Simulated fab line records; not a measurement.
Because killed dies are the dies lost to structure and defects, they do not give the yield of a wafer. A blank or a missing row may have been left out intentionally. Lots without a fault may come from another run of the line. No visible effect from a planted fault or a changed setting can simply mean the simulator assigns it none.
fab line records / flow sky130
[record] lots = 7 wafers = 21 last_day = 49
route steps=708 shown METAL2@504 VIA2@507
lots that met no fault: from a run of the same line without faults
start_h: hours from the record's first day to the start of the lot's first wafer shown / wait_h: how many hours have passed since the lot's step before this one / " as in the row above / L1.1+2: one row covering several wafers at once / - value missing, or start not given / * or withheld: withheld / < > ~ a bound
route shown NAME@n: names a module that has steps shown in the file, with the first one's number in the route / usual: the fault-free wafers' mean and standard deviation / same: alike in all rows / chamber/n: place in a boat / sites: readings site by site / _std_site: standard deviation of those values / _edge_site: mean of outer sites minus mean of inner sites / radius_mm: how far each site lies from the wafer's centre / mask NAME#n: copy n / behind: the tool/chamber that last shaped the wafer / hold: why the lot went on hold/how many hours it stayed there/how the hold came to an end / device: transistor that didn't switch, given as n, p or np / end of line: tests run on the same wafers once the route is complete / where a step has no rows: the recipe by itself / killed: the dies lost at the first sort to structure and to defects; this is not the yield of the wafer / map: shows each die of a wafer: x if killed, . if not, _ if none is there
set.NAME: the setting as run; set.NAME@STEP: as run at that earlier step / model.NAME: the simulator's own value behind a step, which no gauge read
certain route steps with their lots: each step a table, each wafer a row
services: a tool's chamber out of use, with start hour (start_h, from the record's first day; less than 0 if before it), hours out, and reason
[[steps]]
[step SKY_METAL2_STRIP_21]
[recipe] chemistry = post_etch_residue_remover time_s = 1200 temp_c = 72.5
[step SKY_METAL2_CLEAN_22]
[recipe] chemistry = IPA time_s = 180 temp_c = 25
[step SKY_METAL2_CLEAN_23]
[recipe] chemistry = O3/DIW dry = n2_spin
[step SKY_VIA2_HDPCVD_00]
[recipe] material = SiO2 target_thk_nm = 1180 sigma_open_frac = 0.3 time_s = 196.7 temp_c = 400 sih4_flow_sccm = 60 pressure_mtorr = 6
[step SKY_VIA2_THK_MEAS_01]
[recipe] reads = SiO2_of_VIA2_HDPCVD_00
[usual] VIA2_HDPCVD_THK = 1175/11
lot.wafer=L734.1 tool=film_metro-01 chamber=- start_h=811.49 wait_h=0.1 VIA2_HDPCVD_THK[nm]=1164
lot.wafer=L734.4 tool=film_metro-01 chamber=- start_h=811.49 wait_h=0.1 VIA2_HDPCVD_THK[nm]=1165
lot.wafer=L734.6 tool=film_metro-01 chamber=- start_h=811.49 wait_h=0.1 VIA2_HDPCVD_THK[nm]=1171
lot.wafer=L736.1 tool=film_metro-04 chamber=- start_h=833.07 wait_h=0.1 VIA2_HDPCVD_THK[nm]=1152
lot.wafer=L736.2 tool=film_metro-04 chamber=- start_h=833.07 wait_h=0.1 VIA2_HDPCVD_THK[nm]=1154
lot.wafer=L736.3 tool=film_metro-04 chamber=- start_h=833.07 wait_h=0.1 VIA2_HDPCVD_THK[nm]=1177
lot.wafer=L744.1 tool=film_metro-01 chamber=- start_h=900.86 wait_h=0.1 VIA2_HDPCVD_THK[nm]=1164
lot.wafer=L744.3 tool=film_metro-01 chamber=- start_h=900.86 wait_h=0.1 VIA2_HDPCVD_THK[nm]=1158
lot.wafer=L744.4 tool=film_metro-01 chamber=- start_h=900.86 wait_h=0.1 VIA2_HDPCVD_THK[nm]=1162
lot.wafer=L745.2 tool=film_metro-01 chamber=- start_h=904.17 wait_h=0.1 VIA2_HDPCVD_THK[nm]=1183
lot.wafer=L745.3 tool=film_metro-01 chamber=- start_h=904.17 wait_h=0.1 VIA2_HDPCVD_THK[nm]=1179
lot.wafer=L745.5 tool=film_metro-01 chamber=- start_h=904.17 wait_h=0.1 VIA2_HDPCVD_THK[nm]=1169
lot.wafer=L746.1 tool=film_metro-02 chamber=- start_h=912.32 wait_h=0.1 VIA2_HDPCVD_THK[nm]=1184
lot.wafer=L746.3 tool=film_metro-02 chamber=- start_h=912.32 wait_h=0.1 VIA2_HDPCVD_THK[nm]=1181
lot.wafer=L746.6 tool=film_metro-02 chamber=- start_h=912.32 wait_h=0.1 VIA2_HDPCVD_THK[nm]=1170
lot.wafer=L752.3 tool=film_metro-04 chamber=- start_h=948.55 wait_h=0.1 VIA2_HDPCVD_THK[nm]=1180
lot.wafer=L752.4 tool=film_metro-04 chamber=- start_h=948.55 wait_h=0.1 VIA2_HDPCVD_THK[nm]=1192
lot.wafer=L752.5 tool=film_metro-04 chamber=- start_h=948.55 wait_h=0.1 VIA2_HDPCVD_THK[nm]=1175
lot.wafer=L754.2 tool=film_metro-01 chamber=- start_h=966.98 wait_h=0.1 VIA2_HDPCVD_THK[nm]=1170
lot.wafer=L754.4 tool=film_metro-01 chamber=- start_h=966.98 wait_h=0.1 VIA2_HDPCVD_THK[nm]=1158
lot.wafer=L754.6 tool=film_metro-01 chamber=- start_h=966.98 wait_h=0.1 VIA2_HDPCVD_THK[nm]=1168
[step SKY_VIA2_CMP_02]
[recipe] material = SiO2 down_force_psi = 4 platen_rpm = 60 pad_velocity_m_s = 0.94248
[usual] motor_current_A = 12.5/0.85
lot.wafer=L734.4 tool=cmp-01 chamber=2 start_h=811.60 wait_h=0.1 motor_current_A=11.8
lot.wafer=L734.1 tool=cmp-01 chamber=0 start_h=811.60 wait_h=0.1 motor_current_A=11.4
lot.wafer=L734.6 tool=cmp-01 chamber=1 start_h=811.60 wait_h=0.1 motor_current_A=12.8
lot.wafer=L736.2 tool=cmp-02 chamber=0 start_h=833.13 wait_h=0.0 motor_current_A=12.1
lot.wafer=L736.3 tool=cmp-02 chamber=1 start_h=833.13 wait_h=0.0 motor_current_A=13.2
lot.wafer=L736.1 tool=cmp-02 chamber=2 start_h=833.13 wait_h=0.0 motor_current_A=12.6
lot.wafer=L744.3 tool=cmp-02 chamber=1 start_h=900.97 wait_h=0.1 motor_current_A=13.7
lot.wafer=L744.4 tool=cmp-02 chamber=2 start_h=900.97 wait_h=0.1 motor_current_A=13.0
lot.wafer=L744.1 tool=cmp-02 chamber=3 start_h=900.97 wait_h=0.1 motor_current_A=12.3
lot.wafer=L745.3 tool=cmp-02 chamber=2 start_h=904.22 wait_h=0.0 motor_current_A=13.4
lot.wafer=L745.2 tool=cmp-02 chamber=0 start_h=904.22 wait_h=0.0 motor_current_A=12.3
lot.wafer=L745.5 tool=cmp-02 chamber=3 start_h=904.22 wait_h=0.0 motor_current_A=12.3
lot.wafer=L746.3 tool=cmp-02 chamber=2 start_h=912.48 wait_h=0.1 motor_current_A=13.0
lot.wafer=L746.1 tool=cmp-02 chamber=3 start_h=912.48 wait_h=0.1 motor_current_A=12.7
lot.wafer=L746.6 tool=cmp-02 chamber=1 start_h=912.48 wait_h=0.1 motor_current_A=15.2
lot.wafer=L752.3 tool=cmp-01 chamber=0 start_h=948.59 wait_h=0.0 motor_current_A=10.8
lot.wafer=L752.4 tool=cmp-01 chamber=2 start_h=948.59 wait_h=0.0 motor_current_A=12.2
lot.wafer=L752.5 tool=cmp-01 chamber=0 start_h=948.59 wait_h=0.0 motor_current_A=10.8
lot.wafer=L754.2 tool=cmp-01 chamber=0 start_h=968.48 wait_h=1.5 motor_current_A=11.5
lot.wafer=L754.4 tool=cmp-01 chamber=3 start_h=968.48 wait_h=1.5 motor_current_A=12.2
lot.wafer=L754.6 tool=cmp-01 chamber=0 start_h=968.48 wait_h=1.5 motor_current_A=10.7
[step SKY_VIA2_BOW_MEAS_03]
[recipe] mode = bow
[usual] VIA2_BOW = 85/7.5
lot.wafer=L734.1 tool=film_metro-01 chamber=- start_h=811.85 wait_h=0.1 VIA2_BOW[um]=93
lot.wafer=L734.4 tool=film_metro-01 chamber=- start_h=811.85 wait_h=0.1 VIA2_BOW[um]=94
lot.wafer=L734.6 tool=film_metro-01 chamber=- start_h=811.85 wait_h=0.1 VIA2_BOW[um]=86
lot.wafer=L736.1 tool=film_metro-01 chamber=- start_h=833.43 wait_h=0.1 VIA2_BOW[um]=76
lot.wafer=L736.2 tool=film_metro-01 chamber=- start_h=833.43 wait_h=0.1 VIA2_BOW[um]=90
lot.wafer=L736.3 tool=film_metro-01 chamber=- start_h=833.43 wait_h=0.1 VIA2_BOW[um]=90
lot.wafer=L744.1 tool=film_metro-04 chamber=- start_h=901.22 wait_h=0.1 VIA2_BOW[um]=90
lot.wafer=L744.3 tool=film_metro-04 chamber=- start_h=901.22 wait_h=0.1 VIA2_BOW[um]=92
lot.wafer=L744.4 tool=film_metro-04 chamber=- start_h=901.22 wait_h=0.1 VIA2_BOW[um]=89
lot.wafer=L745.2 tool=film_metro-02 chamber=- start_h=904.54 wait_h=0.2 VIA2_BOW[um]=89
lot.wafer=L745.3 tool=film_metro-02 chamber=- start_h=904.54 wait_h=0.2 VIA2_BOW[um]=79
lot.wafer=L745.5 tool=film_metro-02 chamber=- start_h=904.54 wait_h=0.2 VIA2_BOW[um]=78
lot.wafer=L746.1 tool=film_metro-01 chamber=- start_h=912.68 wait_h=0.1 VIA2_BOW[um]=96
lot.wafer=L746.3 tool=film_metro-01 chamber=- start_h=912.68 wait_h=0.1 VIA2_BOW[um]=84
lot.wafer=L746.6 tool=film_metro-01 chamber=- start_h=912.68 wait_h=0.1 VIA2_BOW[um]=96
lot.wafer=L752.3 tool=film_metro-04 chamber=- start_h=948.93 wait_h=0.3 VIA2_BOW[um]=88
lot.wafer=L752.4 tool=film_metro-04 chamber=- start_h=948.93 wait_h=0.3 VIA2_BOW[um]=81
lot.wafer=L752.5 tool=film_metro-04 chamber=- start_h=948.93 wait_h=0.3 VIA2_BOW[um]=75
lot.wafer=L754.2 tool=film_metro-04 chamber=- start_h=968.80 wait_h=0.3 VIA2_BOW[um]=88
lot.wafer=L754.4 tool=film_metro-04 chamber=- start_h=968.80 wait_h=0.3 VIA2_BOW[um]=85
lot.wafer=L754.6 tool=film_metro-04 chamber=- start_h=968.80 wait_h=0.3 VIA2_BOW[um]=82
[step SKY_VIA2_DEHYDRATE_04]
[recipe] temp_c = 200 time_s = 60
[step SKY_VIA2_HMDS_05]
[recipe] prime_time_s = 60 prime_temp_c = 120
[step SKY_VIA2_COAT_06]
[recipe] resist = BARC temp_c = withheld time_s = withheld spin_rpm = 3000 resist_thk_nm = 60
[step SKY_VIA2_COAT_07]
[recipe] resist = KrF-thick spin_rpm = 3000 resist_thk_nm = 450
[step SKY_VIA2_SOFTBAKE_08]
[recipe] temp_c = 100 time_s = 90 resist = KrF-thick
[step SKY_VIA2_EXPOSE_09]
[recipe] mask_id = VIM2 na = 0.8 source_shape = annular sigma_inner = 0.55 sigma_outer = 0.85 target_cd_nm = 200 dose_mj = 38
[usual] exposure_dose_mJ_cm2 = 37.96/0.058 focus_offset_nm = 0.1/0.58
lot.wafer=L734.1 tool=krf_scanner-02 chamber=0 start_h=825.04 wait_h=- mask=VIM2#0 exposure_dose_mJ_cm2=37.96 focus_offset_nm=-0.4
lot.wafer=L734.4 tool=krf_scanner-02 chamber=0 start_h=825.04 wait_h=- mask=VIM2#0 exposure_dose_mJ_cm2=37.96 focus_offset_nm=-0.5
lot.wafer=L734.6 tool=krf_scanner-02 chamber=0 start_h=825.04 wait_h=- mask=VIM2#0 exposure_dose_mJ_cm2=37.95 focus_offset_nm=-0.2
lot.wafer=L736.1 tool=krf_scanner-02 chamber=0 start_h=847.09 wait_h=- mask=VIM2#0 exposure_dose_mJ_cm2=38.02 focus_offset_nm=-0.6
lot.wafer=L736.2 tool=krf_scanner-02 chamber=0 start_h=847.09 wait_h=- mask=VIM2#0 exposure_dose_mJ_cm2=37.93 focus_offset_nm=0.0
lot.wafer=L736.3 tool=krf_scanner-02 chamber=0 start_h=847.09 wait_h=- mask=VIM2#0 exposure_dose_mJ_cm2=38.01 focus_offset_nm=0.0
lot.wafer=L744.1 tool=krf_scanner-02 chamber=- start_h=913.32 wait_h=- mask=VIM2#0 exposure_dose_mJ_cm2=- focus_offset_nm=-
lot.wafer=L744.3 tool=krf_scanner-02 chamber=- start_h=913.32 wait_h=- mask=VIM2#0 exposure_dose_mJ_cm2=- focus_offset_nm=-
lot.wafer=L744.4 tool=krf_scanner-02 chamber=- start_h=913.32 wait_h=- mask=VIM2#0 exposure_dose_mJ_cm2=- focus_offset_nm=-
lot.wafer=L745.2 tool=krf_scanner-01 chamber=- start_h=917.30 wait_h=- mask=VIM2#0 exposure_dose_mJ_cm2=- focus_offset_nm=-
lot.wafer=L745.3 tool=krf_scanner-01 chamber=- start_h=917.30 wait_h=- mask=VIM2#0 exposure_dose_mJ_cm2=- focus_offset_nm=-
lot.wafer=L745.5 tool=krf_scanner-01 chamber=- start_h=917.30 wait_h=- mask=VIM2#0 exposure_dose_mJ_cm2=- focus_offset_nm=-
lot.wafer=L746.1 tool=krf_scanner-02 chamber=- start_h=925.76 wait_h=- mask=VIM2#0 exposure_dose_mJ_cm2=- focus_offset_nm=-
lot.wafer=L746.3 tool=krf_scanner-02 chamber=- start_h=925.76 wait_h=- mask=VIM2#0 exposure_dose_mJ_cm2=- focus_offset_nm=-
lot.wafer=L746.6 tool=krf_scanner-02 chamber=- start_h=925.76 wait_h=- mask=VIM2#0 exposure_dose_mJ_cm2=- focus_offset_nm=-
lot.wafer=L752.3 tool=krf_scanner-01 chamber=0 start_h=961.36 wait_h=- mask=VIM2#0 exposure_dose_mJ_cm2=37.94 focus_offset_nm=0.1
lot.wafer=L752.4 tool=krf_scanner-01 chamber=0 start_h=961.36 wait_h=- mask=VIM2#0 exposure_dose_mJ_cm2=37.92 focus_offset_nm=0.1
lot.wafer=L752.5 tool=krf_scanner-01 chamber=0 start_h=961.36 wait_h=- mask=VIM2#0 exposure_dose_mJ_cm2=37.94 focus_offset_nm=0.7
lot.wafer=L754.2 tool=krf_scanner-02 chamber=0 start_h=978.88 wait_h=- mask=VIM2#0 exposure_dose_mJ_cm2=38.05 focus_offset_nm=0.9
lot.wafer=L754.4 tool=krf_scanner-02 chamber=0 start_h=978.88 wait_h=- mask=VIM2#0 exposure_dose_mJ_cm2=38.03 focus_offset_nm=0.8
lot.wafer=L754.6 tool=krf_scanner-02 chamber=0 start_h=978.88 wait_h=- mask=VIM2#0 exposure_dose_mJ_cm2=37.99 focus_offset_nm=1.0
[step SKY_VIA2_PEB_10]
[recipe] peb_temp_c = withheld peb_time_s = withheld resist = KrF-thick
[[services]]
tool=krf_scanner-02 chamber=0 start_h=838.96 hours=- kind=calibration
tool=cmp-01 chamber=- start_h=842.17 hours=4.5 kind=pm
tool=cmp-01 chamber=- start_h=858.89 hours=1.5 kind=repair
tool=krf_scanner-02 chamber=- start_h=862.01 hours=1.2 kind=repair
tool=krf_scanner-01 chamber=- start_h=864.52 hours=3.6 kind=pm
tool=cmp-02 chamber=- start_h=874.03 hours=1.3 kind=repair
tool=krf_scanner-01 chamber=0 start_h=874.04 hours=- kind=calibration
tool=cmp-01 chamber=- start_h=887.88 hours=0.3 kind=repair
tool=krf_scanner-02 chamber=- start_h=893.00 hours=1.0 kind=pm
tool=krf_scanner-01 chamber=- start_h=894.05 hours=1.3 kind=pm
tool=cmp-02 chamber=- start_h=904.71 hours=3.9 kind=repair
tool=krf_scanner-02 chamber=- start_h=909.46 hours=3.4 kind=repair
tool=krf_scanner-01 chamber=- start_h=912.90 hours=0.8 kind=pm
tool=cmp-02 chamber=- start_h=915.93 hours=4.0 kind=pm
tool=krf_scanner-02 chamber=- start_h=918.41 hours=1.3 kind=pm
tool=cmp-02 chamber=- start_h=919.93 hours=- kind=consumable_replace:conditioner
tool=cmp-02 chamber=- start_h=919.93 hours=- kind=consumable_replace:pad
tool=krf_scanner-02 chamber=- start_h=926.28 hours=0.7 kind=repair
tool=krf_scanner-01 chamber=- start_h=927.72 hours=4.0 kind=pm
tool=krf_scanner-02 chamber=- start_h=941.36 hours=3.6 kind=pm
tool=krf_scanner-02 chamber=- start_h=945.40 hours=0.8 kind=pm
tool=krf_scanner-01 chamber=- start_h=948.19 hours=1.0 kind=pm
tool=krf_scanner-02 chamber=- start_h=965.28 hours=4.0 kind=pm
tool=cmp-01 chamber=- start_h=974.27 hours=2.0 kind=repair
[[key]]
[first_sign] step = SKY_VIA2_EXPOSE_09 reading = tool_record direction = missing
effect none on later readings
met_at SKY_VIA2_EXPOSE_09
struck_wafers L744.1,L744.3,L744.4,L745.2,L745.3,L745.5,L746.1,L746.3,L746.6
later_rows_left_out L744.1,L744.3,L744.4,L745.2,L745.3,L745.5,L746.1,L746.3,L746.6
sort_left_out L744.1,L744.3,L744.4,L745.2,L745.3,L745.5,L746.1,L746.3,L746.6
onset_between 847.09 913.32
[fault] kind = skipped_step_whole tool = krf_scanner-01,krf_scanner-02 chamber = - onset_h = 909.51 steps = SKY_VIA2_EXPOSE_09 scope = struck_lots_only
// sort_left_out: the simulated sort isn't trusted on such a fault, so these wafers' sort isn't shown, and their yield isn't known
// later_rows_left_out: the simulator's readings of these wafers behind a module that went badly wrong aren't trusted and aren't shown, but for the sort
